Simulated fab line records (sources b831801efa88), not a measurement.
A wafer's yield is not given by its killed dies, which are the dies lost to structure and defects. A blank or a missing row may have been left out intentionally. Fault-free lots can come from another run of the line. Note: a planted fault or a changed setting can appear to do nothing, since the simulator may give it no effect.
Which tool was responsible? || flow sky130 || at 1 step of a route of 708, 11 lots with 32 wafers sampled

== WHAT THE GAUGES READ, wafer by wafer ==
SKY_METAL3_CD_MEAS_13 targets a cd of 300 nm.
{"lot": "L447", "measured": "day 39 10:23", "on": "cd_sem-02", "cd_nm (nm)": "298.5 300.3 300.8"}
{"lot": "L448", "measured": "day 39 13:17", "on": "cd_sem-01", "cd_nm (nm)": "301.2 301.3 300.2"}
{"lot": "L450", "measured": "day 40 05:35", "on": "cd_sem-01", "cd_nm (nm)": "301.5 300.0 301.5"}
{"lot": "L451", "measured": "day 40 11:41", "on": "cd_sem-02", "cd_nm (nm)": "299.8 301.2 300.3"}
{"lot": "L454", "measured": "day 41 00:53", "on": "cd_sem-02", "cd_nm (nm)": "301.6 301.0 301.8"}
{"lot": "L457", "measured": "day 41 21:49", "on": "cd_sem-02", "cd_nm (nm)": "299.5 298.8 299.4"}
{"lot": "L458", "measured": "day 42 09:31", "on": "cd_sem-01", "cd_nm (nm)": "299.1 299.6 300.1"}
{"lot": "L462", "measured": "day 43 12:02", "on": "cd_sem-01", "cd_nm (nm)": "298.8 299.7 299.7"}
{"lot": "L463", "measured": "day 43 16:22", "on": "cd_sem-01", "cd_nm (nm)": "300.8 300.4 300.5"}
{"lot": "L464", "measured": "day 43 19:20", "on": "cd_sem-02", "cd_nm (nm)": "300.9 301.0"}
{"lot": "L468", "measured": "day 45 01:17", "on": "cd_sem-01", "cd_nm (nm)": "299.5 300.3 299.3"}

== EACH LOT AND THE TOOL THAT RAN IT (in order: tool; ch and the chambers of the sampled wafers; start) ==
There is no process step in the record ahead of these readings.

== THE ANSWER, worked out from the rows above alone ==
Rule: usual is defined by the lots themselves. The widest of any qualifying gaps counts: lots, ordered by their means at a reading, are off when they make up no more than a third of the lots, leave a main group of 4 or more, and stand apart from it by 3 or more times the standard deviation of that group's means. If all means in a main group match to the digits the tables above print for the reading, that group is not used. A lot without any number at a reading at which 4 lots or more have one is off too. The other lots that the step has rows for count as sound.
Across all readings shown, no lot is off: no conclusion can be drawn from this.

== WHAT WAS PUT IN BY THE SIMULATOR ==
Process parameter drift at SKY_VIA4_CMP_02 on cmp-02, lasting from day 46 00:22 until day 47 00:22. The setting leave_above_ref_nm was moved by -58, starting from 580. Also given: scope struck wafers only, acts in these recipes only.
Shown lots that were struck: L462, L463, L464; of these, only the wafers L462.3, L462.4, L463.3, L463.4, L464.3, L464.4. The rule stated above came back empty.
